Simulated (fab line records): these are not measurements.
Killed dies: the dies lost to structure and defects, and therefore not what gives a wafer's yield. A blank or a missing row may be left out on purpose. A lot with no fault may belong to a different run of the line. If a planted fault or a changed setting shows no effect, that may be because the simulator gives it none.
What tool caused it? | flow gf180mcu | 45 wafers from 15 lots sampled at 3 of the route's 602 steps

## WHAT THE GAUGES SHOWED, per wafer
GF_TOP_METAL_THK_MEAS_06: measures by xrf.
lot  | measured     | on            | TOP_METAL_ALCU_THK (nm)
L988 | day 27 10:05 | film_metro-03 | 907 903 919
L990 | day 28 02:38 | film_metro-01 | 884 880 884
L991 | day 28 08:59 | film_metro-02 | 887 889 891
L992 | day 28 17:24 | film_metro-02 | 883 878 885
L994 | day 29 13:11 | film_metro-01 | 901 888 913
L995 | day 29 22:56 | film_metro-03 | 894 897 882
L996 | day 30 00:53 | film_metro-01 | 898 890 903
L997 | day 30 06:50 | film_metro-02 | 897 884 884
L102 | day 31 18:02 | film_metro-02 | 885 876 890
L103 | day 31 21:34 | film_metro-01 | 898 896 901
L104 | day 32 00:37 | film_metro-03 | 898 884 893
L105 | day 32 10:41 | film_metro-03 | 928 918 920
L106 | day 32 11:27 | film_metro-02 | 873 878 877
L107 | day 32 19:50 | film_metro-03 | 919 899 914
L111 | day 33 18:27 | film_metro-03 | 899 912 909

## WHAT TOOL EACH LOT RAN ON (gives the tool, then ch and the chambers of the sampled wafers, and finally the start)
lot  | GF_V5_SPUTTER_21             | GF_V5_CMP_26
L988 | pvd_sputter-02, day 27 09:04 | cmp-02 ch 0,2,3, day 27 09:27
L990 | pvd_sputter-04, day 28 01:37 | cmp-01 ch 0,3, day 28 02:03
L991 | pvd_sputter-01, day 28 07:58 | cmp-01 ch 0,3, day 28 08:21
L992 | pvd_sputter-02, day 28 16:21 | cmp-01 ch 0,1,3, day 28 16:44
L994 | pvd_sputter-02, day 29 12:10 | cmp-02 ch 0,1,2, day 29 12:36
L995 | pvd_sputter-01, day 29 21:53 | cmp-01 ch 0,1,3, day 29 22:17
L996 | pvd_sputter-01, day 29 23:51 | cmp-02 ch 0,1,3, day 30 00:20
L997 | pvd_sputter-02, day 30 05:48 | cmp-01 ch 1,2,3, day 30 06:14
L102 | pvd_sputter-04, day 31 16:52 | cmp-01 ch 0,2,3, day 31 17:23
L103 | pvd_sputter-04, day 31 20:31 | cmp-02 ch 0,1,3, day 31 21:03
L104 | pvd_sputter-02, day 31 23:34 | cmp-02 ch 0,1,3, day 31 23:58
L105 | pvd_sputter-01, day 32 09:39 | cmp-01 ch 1,2,3, day 32 10:02
L106 | pvd_sputter-02, day 32 10:25 | cmp-01 ch 1,2, day 32 10:51
L107 | pvd_sputter-02, day 32 18:48 | cmp-02 ch 0,2,3, day 32 19:20
L111 | pvd_sputter-02, day 33 17:25 | cmp-01 ch 0,1,2, day 33 17:48
- GF_V5_SPUTTER_21: material Ti, target thk 15 nm, time 80.02 s.
- GF_V5_CMP_26: polishes, stops on SiO2, t overpolish 15 s, target thk 0 nm.

## WHAT THE TOOLS THEMSELVES READ (means of the sampled wafers that have a number; where no wafer has one, the mark that the record gives instead)
GF_V5_SPUTTER_21.
lot  | tool           | throttle_valve_pct (%)
L988 | pvd_sputter-02 | 29.5
L990 | pvd_sputter-04 | 30.3
L991 | pvd_sputter-01 | 29.1
L992 | pvd_sputter-02 | 30.4
L994 | pvd_sputter-02 | 29.9
L995 | pvd_sputter-01 | 29.6
L996 | pvd_sputter-01 | 30.1
L997 | pvd_sputter-02 | 29.5
L102 | pvd_sputter-04 | 30.1
L103 | pvd_sputter-04 | 29.8
L104 | pvd_sputter-02 | 29.8
L105 | pvd_sputter-01 | 29.9
L106 | pvd_sputter-02 | 29.4
L107 | pvd_sputter-02 | 29.4
L111 | pvd_sputter-02 | 30.0

GF_V5_CMP_26.
lot  | tool   | motor_current_A (A) | overpolish_run_s (s) | slurry_flow_ml_min | time_to_endpoint_s (s)
L988 | cmp-02 | 10.4                | 14.996               | 149.9              | 84
L990 | cmp-01 | 11.9                | 14.996               | 149.8              | 86
L991 | cmp-01 | 11.8                | 14.996               | 150.1              | 85
L992 | cmp-01 | 11.7                | 14.996               | 149.7              | 92
L994 | cmp-02 | 10.0                | 15.000               | 150.4              | 80
L995 | cmp-01 | 11.9                | 14.997               | 150.2              | 86
L996 | cmp-02 | 11.2                | 14.995               | 150.1              | 82
L997 | cmp-01 | 11.6                | 14.999               | 149.3              | 83
L102 | cmp-01 | 11.6                | 15.002               | 150.0              | 87
L103 | cmp-02 | 11.1                | 14.998               | 150.2              | 84
L104 | cmp-02 | 10.9                | 14.992               | 149.9              | 81
L105 | cmp-01 | 11.9                | 14.997               | 149.9              | 88
L106 | cmp-01 | 11.9                | 15.000               | 149.7              | 83
L107 | cmp-02 | 10.6                | 14.997               | 149.7              | 83
L111 | cmp-01 | 12.2                | 14.998               | 150.2              | 85

## THE ANSWER, worked out from the rows above alone
Rule: the usual values come from the lots themselves. The widest of any qualifying gaps counts: lots, ordered by their means at a reading, are off when they make up no more than a third of the lots, leave a main group of 4 or more, and stand apart from it by 3 or more times the standard deviation of that group's means. Not used: any main group whose means are identical at the precision the tables above print for the reading. Also off: a lot with no number at a reading for which 4 or more lots have one. All remaining lots with rows at the step are treated as sound. Order of review: gauges by route order, followed by the tools' own readings, for which a lot's mean as printed above is used. At the first step where some lot is off, the reading lying furthest off is the one used; lots without a number count as furthest.
No lot is off at any reading shown: from this, nothing can be told.

## WHAT THE SIMULATOR HAD PUT IN
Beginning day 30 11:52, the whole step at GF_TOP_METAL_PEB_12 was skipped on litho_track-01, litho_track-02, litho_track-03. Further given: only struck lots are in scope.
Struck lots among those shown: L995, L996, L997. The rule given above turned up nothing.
